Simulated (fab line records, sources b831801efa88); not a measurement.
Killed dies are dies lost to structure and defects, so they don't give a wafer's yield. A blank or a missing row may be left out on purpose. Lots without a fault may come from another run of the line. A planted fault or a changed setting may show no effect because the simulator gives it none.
Chamber matching | flow sky130 | SKY_LI_CONTACT_CMP_02 on cmp-02: 4 sister chambers
The step polishes PSG. 4 wafers are shown with their chamber, then 7 later ones without.

WAFERS WITH THEIR CHAMBER
wafer  | chamber | motor_current_A (A)
L774.5 | 2       | 13.4
L777.1 | 0       | 13.9
L778.1 | 3       | 12.0
L778.2 | 1       | 11.1

WAFERS WITHOUT THEIR CHAMBER
wafer  | motor_current_A (A)
L778.3 | 13.6
L781.2 | 11.9
L781.3 | 12.7
L781.5 | 11.7
L785.3 | 13.0
L785.4 | 12.7
L785.5 | 13.9

WHICH CHAMBER EACH WENT THROUGH
wafer  | from the rows above          | in truth
L778.3 | can't be placed: 2 or 0      | 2
L781.2 | can't be placed: 3 or 1      | 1
L781.3 | can't be placed: 3 or 2 or 0 | 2
L781.5 | can't be placed: 3 or 1      | 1
L785.3 | can't be placed: 2 or 0 or 3 | 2
L785.4 | can't be placed: 3 or 2 or 0 | 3
L785.5 | can't be placed: 0 or 2      | 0
Placed correctly: 0 of 7. Can't be placed from these rows: 7 (the true chamber is among the candidates in 7). Placed wrongly: 0.
How it was worked out, from the rows above alone: a wafer's distance from a chamber is the root of the sum, over the readings, of the square of ((its reading less the chamber's mean) divided by the reading's scatter). The wafer belongs to the nearest chamber; if the next one is less than 2 further off, it can't be placed. A chamber's mean is the mean of its shown wafers. The scatter: with one shown wafer a chamber, the root of the mean of the squares of how far each hidden wafer lies from its nearest shown one.
